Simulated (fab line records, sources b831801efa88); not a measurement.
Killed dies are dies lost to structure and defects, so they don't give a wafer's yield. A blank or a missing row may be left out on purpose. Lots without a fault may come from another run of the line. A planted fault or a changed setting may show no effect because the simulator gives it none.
One fault seen from 2 desks | flow gf180mcu | each desk has only its own numbers; what lay behind them comes last

THE METROLOGY DESK
What the gauges read, lot by lot, whatever tool the lot ran on: means of the sampled wafers that have a number. A lot is out of limits, marked OUT, if its mean lies more than 4 standard deviations from the usual mean; the brackets give that distance.
Columns: A = V3_OVL at GF_V3_OVL_MEAS_15, usual 2 nm; B = V3_W_RS at GF_V3_RS_MEAS_24, usual 0.326 ohm/sq; C = V3_W_THK at GF_V3_THK_MEAS_25, usual 355 nm
lot  | first seen here | A   | B                | C
L484 | day 22 14:56    | 3   | 0.330            | 351
L485 | day 23 02:41    | -15 | 0.325            | 354
L489 | day 24 12:48    | 2   | 0.321            | 360
L490 | day 24 21:37    | 8   | 0.326            | 349
L491 | day 25 05:01    | 3   | 0.325            | 357
L494 | day 26 02:37    | 4   | 0.321            | 357
L496 | day 26 14:28    | 6   | 0.309 (-4.7) OUT | 372
L497 | day 27 05:37    | 0   | 0.325            | 358
L498 | day 27 10:28    | 6   | 0.309 (-4.5) OUT | 373 (+4.1) OUT
L500 | day 27 21:32    | -6  | 0.326            | 355
L501 | day 28 06:53    | -3  | 0.326            | 359
L506 | day 29 19:22    | 4   | 0.326            | 356
This desk's finding: out of limits on L496, L498; first on L496, day 26 15:23 (V3_W_RS at GF_V3_RS_MEAS_24). In limits: L484, L485, L489, L490, L491, L494, L497, L500, L501, L506.

THE TOOL OWNER'S DESK: cvd_w-02
The tool's own readings at GF_V3_CVD_23 (deposits W, target thk 350 nm, time 104.9 s): means of the sampled wafers that have a number, for each lot that ran on this tool. A lot is out of limits, marked OUT, if its mean lies more than 4 standard deviations from the usual mean; the brackets give that distance.
Columns: A = heater_power_w at GF_V3_CVD_23, usual 904 W
lot  | first seen here | A
L484 | day 22 15:47    | 848
L489 | day 24 13:37    | 828
L490 | day 24 22:25    | 800
L494 | day 26 03:29    | 803
L496 | day 26 15:15    | 816
L498 | day 27 11:17    | 839
This desk's finding: nothing out of limits on any of the 6 lots.

PUT TOGETHER
The metrology desk could have raised an alarm at day 26 15:23, on L496, L498.
The tool owner's desk saw nothing out of limits.
The tool owner's desk has L496, L498 on record, within its limits.
Of the lots named, all ran GF_V3_CVD_23 on cvd_w-02.

WHAT THE SIMULATOR HAD PUT IN
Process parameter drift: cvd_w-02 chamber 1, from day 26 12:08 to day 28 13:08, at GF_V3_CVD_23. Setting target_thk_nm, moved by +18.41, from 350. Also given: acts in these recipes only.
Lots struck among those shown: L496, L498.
Hours from the fault's start to each desk's first reading out of limits: the metrology desk, 3.
